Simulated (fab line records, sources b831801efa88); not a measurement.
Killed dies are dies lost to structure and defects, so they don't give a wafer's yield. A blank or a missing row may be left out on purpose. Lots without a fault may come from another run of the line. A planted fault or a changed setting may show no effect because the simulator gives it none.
One fault seen from 2 desks | flow gf180mcu | each desk has only its own numbers; what lay behind them comes last

THE METROLOGY DESK
What the gauges read, lot by lot, whatever tool the lot ran on: means of the sampled wafers that have a number. A lot is out of limits, marked OUT, if its mean lies more than 4 standard deviations from the usual mean; the brackets give that distance.
Columns: A = V4_W_THK at GF_V4_THK_MEAS_25, usual 366 nm
lot  | first seen here | A
L478 | day 25 00:13    | 365
L479 | day 25 03:07    | 369
L482 | day 26 00:04    | 363
L483 | day 26 10:50    | 361
L484 | day 27 00:08    | 365
L485 | day 27 02:40    | 368
L486 | day 27 11:17    | 374
L487 | day 27 22:36    | 365
L488 | day 28 03:04    | 366
L489 | day 28 12:12    | 371
L496 | day 30 19:19    | 360
L497 | day 30 20:43    | 367
L499 | day 31 12:37    | 359
This desk's finding: nothing out of limits on any of the 13 lots.

THE TOOL OWNER'S DESK: pecvd-02
The tool's own readings at GF_V5_CVD_02 (deposits SiO2 from TEOS, target thk 1450 nm, time 163.28 s): means of the sampled wafers that have a number, for each lot that ran on this tool. A lot is out of limits, marked OUT, if its mean lies more than 4 standard deviations from the usual mean; the brackets give that distance.
Columns: A = heater_power_w at GF_V5_CVD_02, usual 655 W; B = rf_fwd_power_W at GF_V5_CVD_02, usual 597.4 W; C = susceptor_temp_C at GF_V5_CVD_02, usual 399.96 C
lot  | first seen here | A   | B     | C
L478 | day 26 19:02    | 619 | 599.0 | 400.22
L479 | day 26 22:54    | 689 | 597.9 | 400.04
L482 | day 27 18:52    | 675 | 598.2 | 399.72
L484 | day 28 17:13    | 687 | 596.2 | 399.86
L485 | day 28 19:37    | 673 | 598.7 | 399.92
L488 | day 29 18:50    | 703 | 598.0 | 399.90
L489 | day 30 03:02    | 649 | 598.0 | 399.68
L497 | day 32 08:43    | 636 | 598.1 | 399.64
This desk's finding: nothing out of limits on any of the 8 lots.

PUT TOGETHER
The metrology desk saw nothing out of limits.
The tool owner's desk saw nothing out of limits.

WHAT THE SIMULATOR HAD PUT IN
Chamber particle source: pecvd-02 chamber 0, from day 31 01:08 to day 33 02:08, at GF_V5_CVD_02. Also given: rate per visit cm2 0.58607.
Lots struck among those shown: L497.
